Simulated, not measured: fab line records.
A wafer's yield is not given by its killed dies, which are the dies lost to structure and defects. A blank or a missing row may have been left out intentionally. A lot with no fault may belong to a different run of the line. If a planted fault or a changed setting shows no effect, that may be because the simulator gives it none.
Comparing a struck lot with a sound one + flow gf180mcu + 15 steps out of a route of 602
Sound: these wafers, L462.1, L462.2, L462.5. Struck: wafers L474.4, L474.5, L474.6. The cause comes at the end.
For every step that has rows: the tool of each side, followed by ch and its chambers, followed by its first start. Under that, the readings that differ: sound wafers + struck wafers + difference of the means + sigmas: that difference in standard deviations of wafers without a fault.
alike: words and numbers the same on both sides, and readings whose means are apart by under 2 such deviations; not compared: readings that were withheld, readings missing a value for some wafer, numbers with overlapping values and no deviation given by the record, and bounds like >300 which may hide the same value.
The two part at a step that has a row with sigmas, a row that says differs or no value, or rows on one side only. Non-overlapping numbers with no deviation appear without sigmas and do not part them. A reading that every wafer of one side lacks parts them only if that side has two wafers or more.

GF_M2_SPUTTER_04: material TiN, target thk 50 nm, time 41.7 s.
  sound on pvdSputter-03 at day 20 17:19; struck on pvdSputter-03 at day 25 04:34
  alike: throttleValvePct
GF_M2_RS_MEAS_05: the measuring method here is four-point-probe.
  sound on filmMetro-04 at day 20 17:22; struck on filmMetro-03 at day 25 04:40
  alike: M2_ALCU_RS
GF_M2_THK_MEAS_06: measures by xrf.
  sound on filmMetro-04 at day 20 17:29; struck on filmMetro-03 at day 25 04:45
  alike: M2_ALCU_THK
then, 7 steps without rows for these wafers: GF_M2_DEHYDRATE_07 (time 60 s); GF_M2_HMDS_08 (prime time 60 s); GF_M2_COAT_09 (resist thk 1000 nm); GF_M2_SOFTBAKE_10 (time 60 s); GF_M2_EXPOSE_11 (exposes mask Metal2, target cd 280 nm); GF_M2_PEB_12 (peb time 90 s); GF_M2_DEVELOP_13 (develop time 60 s).
GF_M2_CD_MEAS_14: the cd target is 280 nm.
  sound on cdSem-01 at day 21 17:55; struck on cdSem-01 at day 26 02:10
  alike: cdNm
GF_M2_OVL_MEAS_15:
  sound on overlay-01 at day 21 18:02; struck on overlay-02 at day 26 02:15
  alike: M2_OVL
GF_M2_METAL_ETCH_16: etches the open film in Cl2/BCl3, stops on SiO2, target depth 627.5 nm, time 104.6 s.
  sound on rieMetal-03 ch 0,1, day 21 18:04; struck on rieMetal-03 ch 0,1, day 26 02:19
| reading                      | sound             | struck            | difference | sigmas      |
|------------------------------|-------------------|-------------------|------------|-------------|
| chamberPressureMTorr (mTorr) | 8.001 8.004 8.016 | 9.597 9.597 9.602 | +1.592     | +99 or more |
  alike: bcl3FlowSccm, drypumpMotorCurrentA, oesProductAu, throttleValvePct
  not compared: rfHoursCounterH, model.KrF_of_M2_COAT_09.thkNm
GF_M2_STRIP_17: strips in O2/N2.
  sound on plasmaAsher-01 ch 0,1, day 21 18:11; struck on plasmaAsher-01 ch 0,1, day 26 02:25
  alike: drypumpMotorCurrentA, heaterPowerW, oesProductAu, stripTimeToEndpointS
  not compared: rfHoursCounterH
GF_PASSIVATION_PROBE_99:
  sound wafers here have rows in the record (prober-01, day 31 00:01); struck ones have none

WHERE THEY PART
First at GF_M2_METAL_ETCH_16; last, within this record, at GF_PASSIVATION_PROBE_99.

WHY: the cause the simulator had injected
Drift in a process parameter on rieMetal-03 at GF_M2_METAL_ETCH_16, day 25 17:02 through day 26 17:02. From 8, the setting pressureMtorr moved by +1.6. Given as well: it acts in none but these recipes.
